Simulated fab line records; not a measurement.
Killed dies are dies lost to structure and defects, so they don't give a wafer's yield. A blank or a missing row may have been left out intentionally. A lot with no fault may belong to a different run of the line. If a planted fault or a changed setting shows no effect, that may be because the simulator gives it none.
A single fault, viewed from 2 desks	flow sfq_line	what lay behind the numbers comes last; until then each desk has only its own

FROM THE METROLOGY DESK
Means of the sampled wafers that have a number, per lot and without regard to the tool the lot ran on: this is what the gauges read. Any lot whose mean is over 4 standard deviations away from the usual mean is out of limits and marked OUT; that distance is given in the brackets.
Columns: A = INCOMING_BOW at SFQ_INCOMING_BOW_MEAS_900, usual 0 um
lot	first seen here	A
L248	day 1 10:01	-3
L249	day 1 15:02	-2
L250	day 1 20:00	1
L251	day 2 01:04	-0
L252	day 2 06:00	-3
L256	day 3 02:00	-10
L257	day 3 07:01	-5
L262	day 4 08:00	10
L263	day 4 13:01	-3
L266	day 5 04:00	1
L267	day 5 09:01	-8
L268	day 5 14:01	-2
L269	day 5 19:01	-2
L270	day 6 00:00	0
Result from this desk: across the 14 lots, nothing is out of limits.

AT THE TOOL OWNER'S DESK: rie_metal-02
The tool's own readings at SFQ_TRILAYER_R5_ETCH_METAL_ETCH_139 (etches the open film in Cl2, stops on SiO2, target depth 60 nm, time 40 s): means of the sampled wafers that have a number, for each lot that ran on this tool. Any lot whose mean is over 4 standard deviations away from the usual mean is out of limits and marked OUT; that distance is given in the brackets.
Columns: A = drypump_motor_current_A at SFQ_TRILAYER_R5_ETCH_METAL_ETCH_139, usual 5.7 A; B = oes_product_au at SFQ_TRILAYER_R5_ETCH_METAL_ETCH_139, usual 0.991 a.u.; C = rf_fwd_power_W at SFQ_TRILAYER_R5_ETCH_METAL_ETCH_139, usual 593.9 W
lot	first seen here	A	B	C
L251	day 62 14:26	5.5	0.998	594.1
L252	day 62 18:01	5.9	0.992	594.4
L256	day 64 02:12	5.9	0.923 (-9.1) OUT	497.9 (-38) OUT
L257	day 65 04:51	5.1	0.919 (-9.6) OUT	499.2 (-38) OUT
L268	day 68 12:01	5.5	0.993	595.3
This desk finds L256, L257 out of limits, L256 being first, at day 64 02:12 (oes_product_au at SFQ_TRILAYER_R5_ETCH_METAL_ETCH_139). L251, L252, L268 stayed within limits.

TAKEN TOGETHER
An alarm could have come from the tool owner's desk at day 64 02:12, on L256, L257.
From the metrology desk's view, nothing was out of limits.
The metrology desk holds a record of L256, L257, inside its limits.
All the named lots went through SFQ_TRILAYER_R5_ETCH_METAL_ETCH_139 on rie_metal-02.

WHAT WAS PUT IN BY THE SIMULATOR
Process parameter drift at SFQ_TRILAYER_R5_ETCH_METAL_ETCH_139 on rie_metal-02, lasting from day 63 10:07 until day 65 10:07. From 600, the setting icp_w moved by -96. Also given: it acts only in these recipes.
Shown lots that were struck: L256, L257.
Hours from the fault's start to each desk's first reading out of limits: the tool owner's desk, 16.
